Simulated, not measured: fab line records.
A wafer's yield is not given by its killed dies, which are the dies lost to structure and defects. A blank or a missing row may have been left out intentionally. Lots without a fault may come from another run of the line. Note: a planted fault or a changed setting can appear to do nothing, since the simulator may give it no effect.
fab line records	flow sky130
record lots=7	wafers=21	last_day=50
route steps=708 shown RES_XHIGH@339 SD_N@342 SD_P@359 PAD_OPEN@708
lots untouched by any fault: they come from a run of this same line in which no faults occurred
start_h: hours from the record's first day to the start of the lot's first wafer shown	wait_h: how many hours have passed since the lot's step before this one	" identical to the entry in the row above	L1.1+2: one row covering several wafers at once	- value missing, or start not given	* or withheld: withheld	< > ~ a bound
route shown NAME@n: a module of which the file shows steps, and the number in the route of the first	usual: the fault-free wafers' mean and standard deviation	same: alike in all rows	chamber/n: place in a boat	sites: the reading at each site	_std_site: their standard deviation	_edge_site: outer sites' mean less inner sites'	radius_mm: for every site, how far away it sits from the centre of the wafer	mask NAME#n: copy n	behind: tool/chamber where the wafer was last shaped	hold: reason for holding the lot/hours on hold/outcome of the hold	device: which transistor (n, p or np) failed to switch	end of line: the route-end tests of the same wafers	for a step that has no rows: nothing shown but its recipe	killed: count of dies lost to structure and defects at first sort (not the wafer's yield)	map: shows each die of a wafer: x if killed, . if not, _ if none is there
set.NAME: the setting the step ran with; set.NAME@STEP: the setting that earlier step ran with	model.NAME: the simulator's own value behind a step, which no gauge read
a table for each step, a row for each wafer; lots at some steps of the route
services: the hour from which a tool's chamber was out of use, counted from the record's first day as start_h (under 0 if before that day), plus the number of hours and why
## steps
# step SKY_RES_XHIGH_IMPLANT_07
# recipe species=BF2	energy_kev=20	dose_cm2=3.6e+14	tilt_deg=0
# step SKY_RES_XHIGH_STRIP_08
# recipe chemistry=O2/N2	power_w=1400	pressure_mtorr=1500	platen_temp_c=withheld	o2_flow_sccm=3000	n2_flow_sccm=300	overash_fraction=0.5
# usual drypump_motor_current_A=5.8/0.46	oes_product_au=0.711/0.0047	strip_time_to_endpoint_s=14.29/0.046
lot.wafer	tool	chamber	start_h	wait_h	drypump_motor_current_A	oes_product_au	rf_hours_counter_h	strip_time_to_endpoint_s
L506.1	plasma_asher-02	1	624.24	0.1	5.5	0.712	45	14.30
L506.2	"	0	"	"	6.6	0.712	45	14.30
L506.4	"	0	"	"	6.6	0.703	-	14.27
L507.2	plasma_asher-03	1	640.54	0.1	6.0	0.717	21	14.31
L507.3	"	0	"	"	5.8	0.712	-	14.23
L507.5	"	0	"	"	5.8	0.708	-	14.27
L519.2	plasma_asher-01	0	735.61	0.1	5.3	0.714	95	14.25
L519.3	"	1	"	"	5.7	0.709	-	14.26
L519.6	"	0	"	"	5.3	0.710	-	14.28
L521.4	plasma_asher-03	1	760.32	0.1	6.0	0.711	-	14.23
L521.5	"	0	"	"	5.8	0.706	-	14.31
L521.6	"	1	"	"	6.0	0.713	-	14.28
L522.2	plasma_asher-02	1	764.07	0.1	5.5	0.707	59	14.25
L522.3	"	0	"	"	6.6	0.719	-	14.25
L522.5	"	0	"	"	6.6	0.718	-	14.27
L524.2	plasma_asher-03	1	770.74	0.1	5.9	0.698	34	14.38
L524.3	"	0	"	"	5.8	0.708	-	14.39
L524.5	"	0	"	"	5.8	0.719	-	14.36
L527.1	plasma_asher-01	1	793.99	0.1	5.7	0.705	101	14.36
L527.5	"	1	"	"	5.7	0.716	-	14.31
L527.6	"	0	"	"	5.3	0.712	-	14.32
# step SKY_RES_XHIGH_TW_MEAS_09
# usual RES_XHIGH_TW=1644/16
lot.wafer	tool	chamber	start_h	wait_h	RES_XHIGH_TW
L506.1	film_metro-01	-	624.34	0.1	1633
L506.2	"	-	"	"	1634
L506.4	"	-	"	"	1631
L507.2	film_metro-03	-	640.65	0.1	1639
L507.3	"	-	"	"	1635
L507.5	"	-	"	"	1636
L519.2	film_metro-02	-	735.72	0.1	1669
L519.3	"	-	"	"	1673
L519.6	"	-	"	"	1663
L521.4	film_metro-03	-	760.42	0.1	1630
L521.5	"	-	"	"	1623
L521.6	"	-	"	"	1627
L522.2	film_metro-01	-	764.18	0.1	1642
L522.3	"	-	"	"	1645
L522.5	"	-	"	"	1646
L524.2	film_metro-02	-	770.85	0.1	1660
L524.3	"	-	"	"	1662
L524.5	"	-	"	"	1666
L527.1	film_metro-02	-	794.09	0.1	1657
L527.5	"	-	"	"	1661
L527.6	"	-	"	"	1654
# step SKY_SD_N_DEHYDRATE_00
# recipe temp_c=200	time_s=60
# step SKY_SD_N_HMDS_01
# recipe prime_time_s=60	prime_temp_c=120
# step SKY_SD_N_COAT_02
# recipe resist=NOVOLAK	spin_rpm=3000	resist_thk_nm=1140
# step SKY_SD_N_SOFTBAKE_03
# recipe temp_c=90	time_s=60	resist=NOVOLAK
# step SKY_SD_N_EXPOSE_04
# recipe mask_id=NSDM	na=0.6	source_shape=conventional	sigma_outer=0.6	polarization=unpolarized	target_cd_nm=380	dose_mj=141
# step SKY_SD_N_PEB_05
# recipe temp_c=withheld	time_s=*	resist=NOVOLAK
# step SKY_SD_N_DEVELOP_06
# recipe resist=NOVOLAK	developer=TMAH	develop_time_s=60	dev_temp_c=23
# step SKY_SD_N_CD_MEAS_07
# recipe target_cd_nm=380
# usual cd_nm=379.8/2.7
lot.wafer	tool	chamber	start_h	wait_h	cd_nm
L506.1	cd_sem-01	-	653.05	0.1	379.4
L506.2	"	-	"	"	379.2
L506.4	"	-	"	"	380.4
L507.2	cd_sem-02	-	668.91	0.1	377.5
L507.3	"	-	"	"	377.8
L507.5	"	-	"	"	376.6
L519.2	cd_sem-02	-	762.63	0.1	374.4
L519.3	"	-	"	"	377.3
L519.6	"	-	"	"	376.9
L521.4	cd_sem-02	-	786.97	0.1	377.7
L521.5	"	-	"	"	378.3
L521.6	"	-	"	"	379.4
L522.2	cd_sem-02	-	789.86	0.1	380.4
L522.3	"	-	"	"	379.8
L522.5	"	-	"	"	380.0
L524.2	cd_sem-02	-	796.68	0.1	375.1
L524.3	"	-	"	"	376.6
L524.5	"	-	"	"	378.6
L527.1	cd_sem-01	-	819.85	0.1	384.5
L527.5	"	-	"	"	383.1
L527.6	"	-	"	"	384.9
# step SKY_SD_N_OVL_MEAS_08
# usual SD_N_OVL=-0.1/1.4
lot.wafer	tool	chamber	start_h	wait_h	SD_N_OVL[nm]
L506.1	overlay-01	-	653.17	0.1	0.1
L506.2	"	-	"	"	0.1
L506.4	"	-	"	"	0.1
L507.2	overlay-01	-	669.01	0.1	-1.0
L507.3	"	-	"	"	-3.3
L507.5	"	-	"	"	-1.2
L519.2	overlay-01	-	762.74	0.1	0.4
L519.3	"	-	"	"	-2.4
L519.6	"	-	"	"	-1.9
L521.4	overlay-01	-	787.05	0.1	0.5
L521.5	"	-	"	"	-0.4
L521.6	"	-	"	"	0.7
L522.2	overlay-01	-	789.96	0.1	2.3
L522.3	"	-	"	"	2.7
L522.5	"	-	"	"	2.8
L524.2	overlay-01	-	796.79	0.1	-0.2
L524.3	"	-	"	"	-0.8
L524.5	"	-	"	"	-0.9
L527.1	overlay-01	-	819.97	0.1	1.5
L527.5	"	-	"	"	0.7
L527.6	"	-	"	"	0.9
# step SKY_SD_N_IMPLANT_09
# recipe species=As	energy_kev=50	dose_cm2=4e+15	tilt_deg=0
# usual beam_on_s=16.7/1.6	dose_ions_cm2=4e+15/4.3e+12	end_station_pressure_torr=1.44e-05/1.4e-06	faraday_current_uA=13233/1300
lot.wafer	tool	chamber	start_h	wait_h	beam_on_s	dose_ions_cm2	end_station_pressure_torr	faraday_current_uA
L506.1	implanter-02	0	653.21	0.0	18.0	3.999e+15	1.36e-05	12163
L506.2	"	0	"	"	17.7	3.998e+15	1.33e-05	12415
L506.4	"	0	"	"	17.9	3.998e+15	1.33e-05	12282
L507.2	implanter-02	0	669.07	0.0	17.3	3.997e+15	1.29e-05	12649
L507.3	"	0	"	"	18.0	3.998e+15	1.32e-05	12112
L507.5	"	0	"	"	17.8	4.001e+15	1.36e-05	12320
L519.2	implanter-02	0	762.79	0.0	9.8	4e+14	6.4e-06	2272
L519.3	"	0	"	"	9.9	3.95e+14	6.5e-06	2243
L519.6	"	0	"	"	9.9	4.06e+14	6.3e-06	2247
L521.4	implanter-01	0	787.14	0.1	18.7	4e+15	1.41e-05	11636
L521.5	"	0	"	"	17.8	3.995e+15	1.36e-05	12317
L521.6	"	0	"	"	17.9	4.004e+15	1.35e-05	12202
L522.2	implanter-02	0	790.02	0.0	9.9	4.05e+14	7.1e-06	2253
L522.3	"	0	"	"	10.1	4.03e+14	6.3e-06	2202
L522.5	"	0	"	"	9.9	4.07e+14	7.5e-06	2262
L524.2	implanter-02	0	796.84	0.0	9.6	3.98e+14	6.9e-06	2336
L524.3	"	0	"	"	10.4	3.98e+14	6.5e-06	2160
L524.5	"	0	"	"	9.8	3.95e+14	6.6e-06	2280
L527.1	implanter-03	0	820.01	0.0	14.3	3.999e+15	1.76e-05	15187
L527.5	"	0	"	"	14.7	3.997e+15	1.47e-05	14738
L527.6	"	0	"	"	14.4	3.999e+15	1.58e-05	15079
# step SKY_SD_N_IMPLANT_10
# recipe species=P	energy_kev=20	dose_cm2=1e+14	tilt_deg=0
# step SKY_SD_N_STRIP_11
# recipe chemistry=O2/N2	power_w=1400	pressure_mtorr=1500	platen_temp_c=withheld	o2_flow_sccm=3000	n2_flow_sccm=300	overash_fraction=0.5
# usual drypump_motor_current_A=5.7/0.45	oes_product_au=0.527/0.0044	strip_time_to_endpoint_s=22.57/0.04
lot.wafer	tool	chamber	start_h	wait_h	drypump_motor_current_A	oes_product_au	rf_hours_counter_h	strip_time_to_endpoint_s
L506.1	plasma_asher-01	1	653.51	0.1	5.7	0.527	88	22.55
L506.2	"	0	"	"	5.3	0.526	88	22.51
L506.4	"	1	"	"	5.7	0.528	-	22.54
L507.2	plasma_asher-01	0	669.34	0.1	5.3	0.518	89	22.58
L507.3	"	0	"	"	5.3	0.515	-	22.57
L507.5	"	0	"	"	5.3	0.533	-	22.58
L519.2	plasma_asher-01	0	763.07	0.1	5.3	0.668	98	15.53
L519.3	"	0	"	"	5.3	0.661	-	15.61
L519.6	"	1	"	"	5.7	0.660	-	15.64
L521.4	plasma_asher-01	1	787.40	0.1	5.7	0.525	-	22.49
L521.5	"	1	"	"	5.7	0.526	-	22.56
L521.6	"	0	"	"	5.2	0.518	-	22.53
L522.2	plasma_asher-01	1	790.29	0.1	5.8	0.657	101	15.56
L522.3	"	0	"	"	5.2	0.658	-	15.55
L522.5	"	1	"	"	5.7	0.659	-	15.52
L524.2	plasma_asher-01	0	797.12	0.1	5.3	0.664	102	15.73
L524.3	"	1	"	"	5.7	0.660	-	15.65
L524.5	"	1	"	"	5.7	0.666	-	15.62
L527.1	plasma_asher-02	0	820.31	0.1	6.6	0.537	65	22.58
L527.5	"	0	"	"	6.6	0.527	-	22.57
L527.6	"	1	"	"	5.5	0.534	-	22.53
# step SKY_SD_N_TW_MEAS_12
# usual SD_N_TW=3989/44
lot.wafer	tool	chamber	start_h	wait_h	SD_N_TW
L506.1	film_metro-02	-	653.61	0.1	4028
L506.2	"	-	"	"	4052
L506.4	"	-	"	"	4015
L507.2	film_metro-03	-	669.45	0.1	3945
L507.3	"	-	"	"	3952
L507.5	"	-	"	"	3933
L519.2	film_metro-02	-	763.18	0.1	3296
L519.3	"	-	"	"	3326
L519.6	"	-	"	"	3307
L521.4	film_metro-03	-	787.50	0.1	3954
L521.5	"	-	"	"	3958
L521.6	"	-	"	"	3951
L522.2	film_metro-03	-	790.40	0.1	3244
L522.3	"	-	"	"	3252
L522.5	"	-	"	"	3242
L524.2	film_metro-03	-	797.23	0.1	3261
L524.3	"	-	"	"	3260
L524.5	"	-	"	"	3254
L527.1	film_metro-02	-	820.41	0.1	4030
L527.5	"	-	"	"	4026
L527.6	"	-	"	"	4022
# step SKY_SD_N_CLEAN_13
# recipe chemistry=SC1/SC2	mix=1:4:20	temp_c=70	time_s=150	dry=n2_spin
# step SKY_SD_N_RTA_14
# recipe temp_c=1075	time_s=2	idle_temp_c=650	ramp_up_c_per_s=150	ramp_down_c_per_s=90	ambient=N2
# usual lamp_power_pct=15.74/0.048	wafer_temp_C_max=1078.1/1.3
lot.wafer	tool	chamber	start_h	wait_h	lamp_power_pct	wafer_temp_C_max
L506.1	rtp_anneal-02	0	653.72	0.0	15.76	1078.4
L506.2	"	0	"	"	15.58	1079.2
L506.4	"	0	"	"	15.79	1077.9
L507.2	rtp_anneal-01	0	669.56	0.0	15.70	1076.6
L507.3	"	0	"	"	15.75	1077.7
L507.5	"	0	"	"	15.68	1080.3
L519.2	rtp_anneal-01	0	763.29	0.0	15.81	1080.2
L519.3	"	0	"	"	15.77	1081.7
L519.6	"	0	"	"	15.75	1077.8
L521.4	rtp_anneal-01	0	787.60	0.0	15.70	1076.8
L521.5	"	0	"	"	15.78	1078.3
L521.6	"	0	"	"	15.76	1076.0
L522.2	rtp_anneal-02	0	790.56	0.0	15.78	1079.4
L522.3	"	0	"	"	15.72	1081.7
L522.5	"	0	"	"	15.78	1077.3
L524.2	rtp_anneal-02	0	797.34	0.0	15.76	1077.4
L524.3	"	0	"	"	15.79	1080.1
L524.5	"	0	"	"	15.74	1077.0
L527.1	rtp_anneal-02	0	820.52	0.0	15.71	1077.9
L527.5	"	0	"	"	15.75	1076.7
L527.6	"	0	"	"	15.63	1078.5
# step SKY_SD_N_RS_MEAS_16
# recipe thk_meas_gauge=four-point-probe
# usual SD_N_RS=68.67/0.12
lot.wafer	tool	chamber	start_h	wait_h	SD_N_RS[ohm/sq]
L506.1	film_metro-03	-	653.89	0.1	68.59
L506.2	"	-	"	"	68.61
L506.4	"	-	"	"	68.62
L507.2	film_metro-02	-	669.75	0.1	68.87
L507.3	"	-	"	"	68.60
L507.5	"	-	"	"	68.96
L519.2	film_metro-01	-	763.47	0.1	189.18
L519.3	"	-	"	"	184.57
L519.6	"	-	"	"	185.11
L521.4	film_metro-01	-	787.81	0.1	68.85
L521.5	"	-	"	"	68.69
L521.6	"	-	"	"	68.84
L522.2	film_metro-01	-	790.75	0.1	185.52
L522.3	"	-	"	"	185.55
L522.5	"	-	"	"	187.69
L524.2	film_metro-03	-	797.52	0.1	182.83
L524.3	"	-	"	"	183.00
L524.5	"	-	"	"	186.62
L527.1	film_metro-01	-	820.70	0.1	68.69
L527.5	"	-	"	"	68.75
L527.6	"	-	"	"	68.92
# step SKY_SD_N_RS_MEAS_17
# recipe thk_meas_gauge=four-point-probe
# usual SD_P_RS=147.3/0.4
lot.wafer	tool	chamber	start_h	wait_h	SD_P_RS[ohm/sq]
L506.1	film_metro-03	-	654.01	0.1	147.2
L506.2	"	-	"	"	147.5
L506.4	"	-	"	"	147.2
L507.2	film_metro-02	-	669.87	0.1	148.1
L507.3	"	-	"	"	147.5
L507.5	"	-	"	"	148.2
L519.2	film_metro-01	-	763.59	0.1	147.8
L519.3	"	-	"	"	147.6
L519.6	"	-	"	"	147.9
L521.4	film_metro-01	-	787.93	0.1	147.6
L521.5	"	-	"	"	147.5
L521.6	"	-	"	"	147.7
L522.2	film_metro-01	-	790.87	0.1	147.0
L522.3	"	-	"	"	146.9
L522.5	"	-	"	"	147.1
L524.2	film_metro-03	-	797.64	0.1	146.5
L524.3	"	-	"	"	146.3
L524.5	"	-	"	"	146.3
L527.1	film_metro-01	-	820.82	0.1	147.3
L527.5	"	-	"	"	147.0
L527.6	"	-	"	"	147.6
# step SKY_PAD_OPEN_PROBE_99
# usual killed_at_M0_to_M3=45/7.3	killed_at_M4_up=3.2/1.8	killed_at_contacts=25/5.5	killed_at_front_end=15/4.2	killed_at_other=0.3/0.69	killed_dies=89/9.4	killed_open=49/6.6	killed_short=40/6.4
# same gross_dies=492	killed_at_back_side=0
lot.wafer	tool	chamber	start_h	wait_h	killed_at_M0_to_M3	killed_at_M4_up	killed_at_contacts	killed_at_front_end	killed_at_other	killed_dies	killed_open	killed_short	model.etest.nfet_g5v0d10v5.r_on_ohm_um	model.etest.nfet_16v.r_on_ohm_um	model.etest.sonos_uncharged.r_on_ohm_um	model.etest.res_ndiff.line_ohm_um	model.etest.licon_ndiff.rc_ohm	model.etest.nfet_01v8.r_on_ohm_um	model.etest.res_ndiff_hv.rs_ohm_sq	model.etest.res_ndiff.rs_ohm_sq
L506.1	prober-01	-	1080.97	0.1	48	2	35	20	2	107	55	51	1878	1.415e+04	825.9	796.8	187.6	836.7	115.7	121.2
L506.2	prober-01	-	1081.02	0.1	42	4	31	16	0	93	51	41	1862	1.402e+04	817.9	789.5	194.8	832.2	115.8	121.1
L506.4	prober-01	-	1081.12	0.2	41	3	23	16	0	83	45	36	1889	1.412e+04	820	786.5	186.3	830.7	116.3	121.4
L507.2	prober-02	-	1092.07	0.1	58	5	25	18	0	106	56	50	1895	1.42e+04	825.5	771.1	179.3	852.1	115.5	122.3
L507.3	prober-02	-	1092.12	0.2	49	5	26	14	0	94	60	34	1924	1.434e+04	830	783.6	180.1	843.6	115	122.4
L507.5	prober-02	-	1092.22	0.2	60	2	29	16	0	107	60	47	1902	1.43e+04	830.8	783	189.4	847.5	115.8	122.9
L519.2	prober-02	-	1159.58	0.1	60	3	20	16	2	101	38	63	2728	1.48e+04	1458	1387	536.7	1123	233.8	218.4
L519.3	prober-02	-	1159.63	0.2	39	9	20	14	0	82	47	33	2740	1.476e+04	1438	1372	515.9	1140	226.4	217.7
L519.6	prober-02	-	1159.78	0.2	49	5	21	12	0	87	42	45	2683	1.488e+04	1428	1406	512	1125	227.7	218.1
L521.4	prober-02	-	1173.63	0.2	37	2	26	12	0	77	46	31	1868	1.409e+04	794.2	769.4	177.6	840.8	114.1	120.6
L521.5	prober-02	-	1173.68	0.2	51	1	29	20	0	101	58	42	1891	1.405e+04	804.3	744.9	181.1	834	114.4	120
L521.6	prober-02	-	1173.73	0.2	52	2	15	16	0	85	46	39	1878	1.409e+04	801.5	748.8	182.4	854.9	114.6	120.8
L522.2	prober-01	-	1177.21	0.1	48	2	21	29	0	100	52	48	2754	1.504e+04	1459	1389	520.8	1143	227.1	216
L522.3	prober-01	-	1177.26	0.2	46	1	24	12	1	84	42	42	2726	1.5e+04	1442	1422	533.1	1142	225.3	215.3
L522.5	prober-01	-	1177.36	0.2	49	6	15	18	0	88	44	44	2747	1.488e+04	1488	1399	535.1	1147	226.2	216.8
L524.2	prober-01	-	1181.86	0.1	38	1	22	9	0	70	39	30	2709	1.47e+04	1452	1358	536.2	1124	221.4	209.9
L524.3	prober-01	-	1181.91	0.2	41	3	33	17	0	94	51	42	2842	1.488e+04	1528	1361	546	1149	222.4	210.9
L524.5	prober-01	-	1182.01	0.2	44	3	32	18	0	97	58	38	2796	1.476e+04	1513	1361	557.3	1152	224.9	212.3
L527.1	prober-02	-	1196.82	0.1	41	5	26	29	0	101	58	43	1888	1.425e+04	824.8	785.3	182.9	836.9	115	121.2
L527.5	prober-02	-	1197.02	0.2	39	4	23	15	2	83	49	34	1882	1.419e+04	823.8	798.2	182.3	832.7	115.5	121.3
L527.6	prober-02	-	1197.07	0.2	52	1	22	13	0	88	50	38	1882	1.428e+04	837.1	802.1	184.4	833	116.7	121.8
# killed by level:class
L506.1 CONTACT:geometric_particle:open=15 VIA1:geometric_particle:open=10 FIELD_ISO:geometric_particle:open=9 LOCAL_INTERCONNECT:geometric_particle:short=7 METAL1:geometric_particle:short=6 METAL2:geometric_particle:short=6 FIELD_ISO:geometric_particle:short=5 CONTACT:geometric_particle:short=5
L506.2 VIA1:geometric_particle:open=16 CONTACT:geometric_particle:open=12 LI_CONTACT:geometric_particle:open=8 FIELD_ISO:geometric_particle:short=7 LI_CONTACT:geometric_particle:short=5 METAL1:geometric_particle:short=5 FIELD_ISO:geometric_particle:open=4 VIA1:geometric_particle:short=4
L506.4 LI_CONTACT:geometric_particle:open=10 CONTACT:geometric_particle:open=9 VIA2:geometric_particle:open=7 VIA3:geometric_particle:open=7 VIA1:geometric_particle:short=6 VIA1:geometric_particle:open=5 FIELD_ISO:geometric_particle:short=4 LI_CONTACT:geometric_particle:short=4
L507.2 VIA1:geometric_particle:short=12 VIA1:geometric_particle:open=10 LI_CONTACT:geometric_particle:open=9 VIA3:geometric_particle:open=9 CONTACT:geometric_particle:short=7 VIA2:geometric_particle:open=7 METAL1:geometric_particle:short=6 FIELD_ISO:geometric_particle:short=5
L507.3 VIA3:geometric_particle:open=12 CONTACT:geometric_particle:open=12 VIA1:geometric_particle:open=11 LI_CONTACT:geometric_particle:open=7 METAL1:geometric_particle:short=7 FIELD_ISO:geometric_particle:short=6 METAL4:geometric_particle:short=5 VIA2:geometric_particle:open=5
L507.5 VIA1:geometric_particle:open=14 LI_CONTACT:geometric_particle:open=12 VIA2:geometric_particle:open=9 CONTACT:geometric_particle:open=8 METAL1:geometric_particle:short=8 VIA1:geometric_particle:short=7 VIA3:geometric_particle:open=6 FIELD_ISO:geometric_particle:short=5
L519.2 VIA1:geometric_particle:open=15 POLY_GATE:geometric_particle:short=10 METAL2:geometric_particle:short=8 METAL1:geometric_particle:short=8 CONTACT:geometric_particle:short=7 CONTACT:geometric_particle:open=6 VIA3:geometric_particle:open=6 VIA1:geometric_particle:short=5
L519.3 VIA1:geometric_particle:open=14 CONTACT:geometric_particle:open=8 VIA2:geometric_particle:open=8 FIELD_ISO:geometric_particle:short=6 METAL4:geometric_particle:short=6 FIELD_ISO:geometric_particle:open=5 LI_CONTACT:geometric_particle:open=4 CONTACT:geometric_particle:short=3
L519.6 VIA2:geometric_particle:open=11 VIA1:geometric_particle:open=8 CONTACT:geometric_particle:open=7 LOCAL_INTERCONNECT:geometric_particle:short=6 VIA1:geometric_particle:short=6 VIA3:geometric_particle:open=6 FIELD_ISO:geometric_particle:short=5 CONTACT:geometric_particle:short=5
L521.4 CONTACT:geometric_particle:open=13 VIA1:geometric_particle:short=8 VIA1:geometric_particle:open=8 LI_CONTACT:geometric_particle:short=5 METAL1:geometric_particle:open=5 POLY_GATE:geometric_particle:open=4 VIA3:geometric_particle:open=4 FIELD_ISO:geometric_particle:short=3
L521.5 VIA1:geometric_particle:open=11 LI_CONTACT:geometric_particle:open=10 VIA1:geometric_particle:short=8 VIA2:geometric_particle:open=8 FIELD_ISO:geometric_particle:open=7 CONTACT:geometric_particle:open=7 METAL2:geometric_particle:short=7 VIA3:geometric_particle:open=6
L521.6 VIA1:geometric_particle:open=12 VIA2:geometric_particle:open=10 METAL2:geometric_particle:short=7 CONTACT:geometric_particle:short=5 VIA3:geometric_particle:open=5 VIA1:geometric_particle:short=5 FIELD_ISO:geometric_particle:open=4 POLY_GATE:geometric_particle:short=4
L522.2 FIELD_ISO:geometric_particle:short=9 CONTACT:geometric_particle:open=9 VIA1:geometric_particle:open=8 VIA1:geometric_particle:short=7 POLY_GATE:geometric_particle:open=6 METAL1:geometric_particle:short=6 VIA3:geometric_particle:open=6 LI_CONTACT:geometric_particle:open=5
L522.3 METAL1:geometric_particle:short=10 CONTACT:geometric_particle:open=9 VIA1:geometric_particle:open=6 VIA3:geometric_particle:open=6 LI_CONTACT:geometric_particle:short=5 LI_CONTACT:geometric_particle:open=5 CONTACT:geometric_particle:short=5 VIA1:geometric_particle:short=5
L522.5 VIA3:geometric_particle:short=7 VIA3:geometric_particle:open=7 FIELD_ISO:geometric_particle:short=6 VIA1:geometric_particle:open=6 VIA1:geometric_particle:short=6 VIA2:geometric_particle:open=6 LI_CONTACT:geometric_particle:open=5 CONTACT:geometric_particle:open=5
L524.2 CONTACT:geometric_particle:open=10 VIA3:geometric_particle:open=7 VIA1:geometric_particle:open=6 VIA2:geometric_particle:open=6 LI_CONTACT:geometric_particle:open=4 CONTACT:geometric_particle:short=4 METAL2:geometric_particle:short=4 VIA3:geometric_particle:short=4
L524.3 CONTACT:geometric_particle:open=16 VIA2:geometric_particle:open=9 VIA1:geometric_particle:open=8 LOCAL_INTERCONNECT:geometric_particle:short=7 FIELD_ISO:geometric_particle:open=6 CONTACT:geometric_particle:short=6 METAL1:geometric_particle:short=5 FIELD_ISO:geometric_particle:short=4
L524.5 LI_CONTACT:geometric_particle:open=12 CONTACT:geometric_particle:open=11 VIA1:geometric_particle:open=8 METAL1:geometric_particle:short=7 VIA2:geometric_particle:open=7 POLY_GATE:geometric_particle:open=5 VIA1:geometric_particle:short=5 METAL2:geometric_particle:short=5
L527.1 CONTACT:geometric_particle:open=12 VIA2:geometric_particle:open=9 VIA1:geometric_particle:open=8 VIA3:geometric_particle:open=8 FIELD_ISO:geometric_particle:short=7 FIELD_ISO:geometric_particle:open=6 METAL2:geometric_particle:short=6 POLY_GATE:geometric_particle:open=5
L527.5 CONTACT:geometric_particle:open=8 VIA3:geometric_particle:open=8 VIA1:geometric_particle:open=7 VIA2:geometric_particle:open=7 LI_CONTACT:geometric_particle:open=6 METAL2:geometric_particle:short=6 POLY_GATE:geometric_particle:short=4 LOCAL_INTERCONNECT:geometric_particle:short=4
L527.6 VIA1:geometric_particle:open=13 CONTACT:geometric_particle:open=12 VIA2:geometric_particle:open=7 VIA3:geometric_particle:open=6 VIA3:geometric_particle:short=5 VIA1:geometric_particle:short=5 METAL1:geometric_particle:short=5 FIELD_ISO:geometric_particle:short=4
## services
tool	chamber	start_h	hours	kind
implanter-03	-	631.90	6.6	repair
implanter-02	-	664.01	3.0	pm
implanter-01	-	705.65	5.3	repair
implanter-03	-	720.02	4.1	repair
plasma_asher-01	-	728.96	0.9	repair
rtp_anneal-01	-	751.71	1.4	repair
implanter-02	-	759.93	2.2	repair
implanter-02	-	760.07	2.4	repair
rtp_anneal-01	-	783.31	0.8	pm
implanter-01	-	796.03	4.6	pm
plasma_asher-03	-	802.61	2.8	pm
rtp_anneal-01	-	820.50	4.8	pm
## key
first_sign step=SKY_SD_N_IMPLANT_09	reading=dose_ions_cm2	direction=down	sigmas=99+	usual=*	struck=*
effect step=SKY_SD_N_IMPLANT_09	reading=faraday_current_uA	direction=down	sigmas=8.5	usual=13233	struck=2251
effect step=SKY_SD_N_STRIP_11	reading=strip_time_to_endpoint_s	direction=down	sigmas=99+	usual=*	struck=*
effect step=SKY_SD_N_TW_MEAS_12	reading=SD_N_TW	direction=down	sigmas=16	usual=3989	struck=3271
effect step=SKY_SD_N_RS_MEAS_16	reading=SD_N_RS	direction=up	sigmas=99+	usual=68.67	struck=185.56
model_effect step=SKY_PAD_OPEN_PROBE_99	value=etest.nfet_g5v0d10v5.r_on_ohm_um	without=1874	struck=2747
met_at SKY_SD_N_IMPLANT_09
struck_wafers L519.2,L519.3,L519.6,L522.2,L522.3,L522.5,L524.2,L524.3,L524.5
tester_left_out L519,L522,L524
onset_between 669.07 762.79
fault kind=process_parameter_drift	tool=implanter-02	chamber=-	onset_h=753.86	steps=SKY_SD_N_IMPLANT_09	channel=dose_cm2	offset=*	shape=step	end_h=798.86	acts_in=*	stated=*
# tester_left_out: of these lots the tester's yield and bins aren't shown, on N5 and GAA mostly nor the transistor test; their killed dies are dies lost to structure and defects alone, not to doping, threshold or leakage, so they don't give the yield
